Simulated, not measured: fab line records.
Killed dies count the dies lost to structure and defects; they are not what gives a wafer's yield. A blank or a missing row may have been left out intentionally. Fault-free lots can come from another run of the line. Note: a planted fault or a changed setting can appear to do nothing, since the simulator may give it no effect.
A lot that was struck, set against a sound lot | flow gf180mcu | 15 out of 602 route steps
Sound: these wafers, L161.1, L161.2, L161.3. The struck wafers were L165.1, L165.2, L165.3. At the end, the cause is stated.
For every step that has rows: the tool of each side, followed by ch and its chambers, followed by its first start. Under that, the readings that differ: sound wafers | struck wafers | difference of the means | sigmas: that difference in standard deviations of wafers without a fault.
alike: readings whose means differ by less than 2 such deviations, and words and numbers that are the same on both sides. not compared: withheld readings, readings that some wafer has no value for, bounds like >300 that may hide the same value, and numbers for which the record gives no deviation and whose values overlap.
A row with sigmas, a row that says differs or no value, or rows on one side alone: a step with any of these is where the two part. Non-overlapping numbers with no deviation appear without sigmas and do not part them. A reading missing from all wafers of one side parts the sides only when that side holds two or more wafers.

first, 2 steps without rows for these wafers: GF_NWELL_IMPLANT_08; GF_NWELL_IMPLANT_09.
GF_NWELL_STRIP_10: strips in O2/N2.
  sound on plasma_asher-02 ch 0,1, day 6 06:35; struck on plasma_asher-03 ch 0,1, day 7 04:34
  reading                     | sound       | struck      | difference | sigmas
  drypump_motor_current_A (A) | 4.9 5.2 5.2 | 6.0 6.4 6.4 | +1.2       | +2
  alike: chamber_pressure_mTorr, heater_power_w, oes_product_au, strip_time_to_endpoint_s
  not compared: rf_hours_counter_h
GF_NWELL_TW_MEAS_11:
  sound on film_metro-04, day 6 06:41; struck on film_metro-01, day 7 04:40
  alike: NWELL_TW
then, 7 steps without rows for these wafers: GF_LVPWELL_DEHYDRATE_00 (time 60 s); GF_LVPWELL_HMDS_01 (prime time 60 s); GF_LVPWELL_COAT_02 (resist thk 3000 nm); GF_LVPWELL_SOFTBAKE_03; GF_LVPWELL_EXPOSE_04 (exposes mask LVPWELL, target cd 600 nm); GF_LVPWELL_PEB_05; GF_LVPWELL_DEVELOP_06 (develop time 60 s).
GF_LVPWELL_OVL_MEAS_07:
  sound on overlay-02, day 6 22:08; struck on overlay-02, day 7 19:57
  alike: LVPWELL_OVL
GF_LVPWELL_IMPLANT_08:
  sound on implanter-04 ch 0, day 6 22:10; struck on implanter-04 ch 0, day 7 19:59
  reading                   | sound                | struck               | difference | sigmas
  beam_energy_keV           | 170.03 170.00 170.00 | 166.06 165.99 165.92 | -4.02      | -69
  model.implant.drp_nm (nm) | 102.4 102.4 102.4    | 101.6 101.6 101.6    | -0.8       |
  alike: beam_on_s
next, for these wafers, 1 step has no rows: GF_LVPWELL_IMPLANT_09.
GF_PASSIVATION_PROBE_99:
  the record holds rows for the sound wafers here (prober-01, day 32 13:47) but none for the struck ones

## WHERE THEY PART
Last at GF_PASSIVATION_PROBE_99 as far as this record goes, first at GF_NWELL_STRIP_10.

WHY: the cause the simulator had injected
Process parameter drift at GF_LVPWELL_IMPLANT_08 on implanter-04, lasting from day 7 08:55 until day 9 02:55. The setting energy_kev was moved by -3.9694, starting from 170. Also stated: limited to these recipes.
